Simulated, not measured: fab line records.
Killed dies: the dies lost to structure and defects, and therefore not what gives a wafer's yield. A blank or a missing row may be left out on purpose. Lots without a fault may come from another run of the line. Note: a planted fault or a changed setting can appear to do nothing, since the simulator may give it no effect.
Problem report in the 8D (eight disciplines) form, filled by code | flow gf180mcu | the parts of the form that need people (team, actions taken, sign-off) are left out

== 1. PROBLEM STATEMENT ==
heater-power-total-W at GF_V5_PEB_12 reads a mean of 86.54 W on 1 wafer of 1 lot; wafers without a fault read 85.70 W with a standard deviation of 0.079. That puts it +11 standard deviations away from the usual mean.
The step: peb time 90 s.
The first sign was on wafer L188.2 at day 31 03:29, on litho-track-03. Wafers with a number at this step in the record: 36, from 12 lots. The rule behind "out" and "out of limits": a value lying over 4 standard deviations away from the usual mean. The other wafers with a number count as sound.

== 2. WHAT IT IS AND WHAT IT IS NOT ==
question                    | is                   | is not
which readings at this step | heater-power-total-W | -
which lots                  | L188                 | L176, L177, L178, L179, L180, L183, L184, L185, L187, L196, L199
which wafers of those lots  | L188.2               | L188.1, L188.5
read on which tools         | litho-track-03       | litho-track-01, litho-track-02
when                        | from day 31 03:29    | up to then (29 sound wafers); but 6 sound wafers of L196, L199 came after

== 3. THE SUSPECTS, EACH WITH WHAT RULES IT OUT ==
Counting: if a tool at a process step up to the reading ran every lot that is out, it stays a suspect. Sound lots after the first of them don't rule it out here, since some wafers of a struck lot are sound.
- pvd-sputter-04 at GF_MIM_SPUTTER_09 (material TiN, target thk 35 nm, time 29.2 s): kept. It processed L188, the lot that is out, at day 28 18:00, and its most recent sound lot before then was L187 at day 28 02:59.
- rie-metal-02 at GF_M5_METAL_ETCH_10 (etches the open film in Cl2/BCl3, stops on SiO2, target depth 750.8 nm, time 125.1 s): kept. It processed L188, the lot that is out, at day 30 08:11, and its most recent sound lot before then was L187 at day 29 17:10.
- litho-track-03 at GF_V5_PEB_12 (peb time 90 s): kept. It processed L188, the lot that is out, at day 31 03:29, and its most recent sound lot before then was L187 at day 30 13:05. On those wafers its own readings are out: heater-power-total-W.
- At GF_M5_METAL_ETCH_10 on rie-metal-02, chamber 0 took the sound wafers of the same lots and chamber 1 took the wafers that are out.
Still standing after the count: pvd-sputter-04 at GF_MIM_SPUTTER_09, rie-metal-02 at GF_M5_METAL_ETCH_10, litho-track-03 at GF_V5_PEB_12.

== 4. THE CAUSE (what the simulator had put in) ==
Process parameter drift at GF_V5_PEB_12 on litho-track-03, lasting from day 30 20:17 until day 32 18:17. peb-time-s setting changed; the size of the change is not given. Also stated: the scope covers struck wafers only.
This tool is one of the 3 suspects left after counting.

== 5. SEQUENCE OF EFFECTS, ordered by route ==
Rows list readings where the struck wafers' mean (over those with a number) sits beyond 3 standard deviations from the usual. Only readings whose record carries a usual standard deviation are examined. hours: median over the lots of the time between each lot's start at the first step of this table that gives one and its start at this step. sigmas: the change, counted in usual standard deviations.
hours | step         | reading              | usual   | on struck wafers | change | sigmas
0     | GF_V5_PEB_12 | heater-power-total-W | 85.70 W | 86.54            | +0.84  | +11
Process steps it contains:
- GF_V5_PEB_12: peb time 90 s.
Readings that are blank on the struck wafers while sound wafers have them: plate-temp-C at GF_V5_PEB_12.

== 6. WHAT WOULD HAVE CAUGHT IT SOONER ==
In this record no reading fell out of limits until day 31 03:29, 7 hours after the fault had begun at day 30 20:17.
